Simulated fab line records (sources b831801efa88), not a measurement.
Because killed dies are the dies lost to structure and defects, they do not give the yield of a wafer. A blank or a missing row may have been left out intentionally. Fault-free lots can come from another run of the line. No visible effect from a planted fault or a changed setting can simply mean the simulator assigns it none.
What tool caused it? ; flow sky130 ; 31 wafers sampled from 11 lots at 1 step of a route of 708

WHAT THE GAUGES READ, wafer by wafer
SKY_FIELD_ISO_THK_MEAS_23.
lot;measured;on;FIELD_ISO_OXIDATION_01_THK (nm)
L415;day 2 20:23;film metro-03;10.11 10.05 10.01
L417;day 3 03:04;film metro-04;10.28 10.06 10.17
L419;day 3 14:24;film metro-02;10.00 10.18 9.95
L422;day 4 05:26;film metro-04;10.11 10.19
L421;day 4 05:28;film metro-02;9.88 10.08
L424;day 4 14:01;film metro-03;9.94 10.07 10.01
L429;day 5 17:37;film metro-03;10.21 10.29 10.19
L433;day 6 10:58;film metro-02;9.73 9.89 9.76
L435;day 7 01:32;film metro-04;10.42 10.25 10.27
L436;day 7 01:34;film metro-03;10.16 10.24 10.26
L437;day 7 08:09;film metro-03;10.36 10.12 9.95

WHICH TOOL RAN EACH LOT (tool, then ch and the chambers of the sampled wafers, then the start)
No process step before these readings appears in the record.

THE ANSWER, worked out from the rows above alone
Rule: the usual values come from the lots themselves. The widest of any qualifying gaps counts: lots, ordered by their means at a reading, are off when they make up no more than a third of the lots, leave a main group of 4 or more, and stand apart from it by 3 or more times the standard deviation of that group's means. Not used: any main group whose means are identical at the precision the tables above print for the reading. A lot without any number at a reading at which 4 lots or more have one is off too. Any other lot the step has rows for is counted as sound.
Nothing can be told from this: no lot is off at any reading shown.

WHAT HAD BEEN PUT IN BY THE SIMULATOR
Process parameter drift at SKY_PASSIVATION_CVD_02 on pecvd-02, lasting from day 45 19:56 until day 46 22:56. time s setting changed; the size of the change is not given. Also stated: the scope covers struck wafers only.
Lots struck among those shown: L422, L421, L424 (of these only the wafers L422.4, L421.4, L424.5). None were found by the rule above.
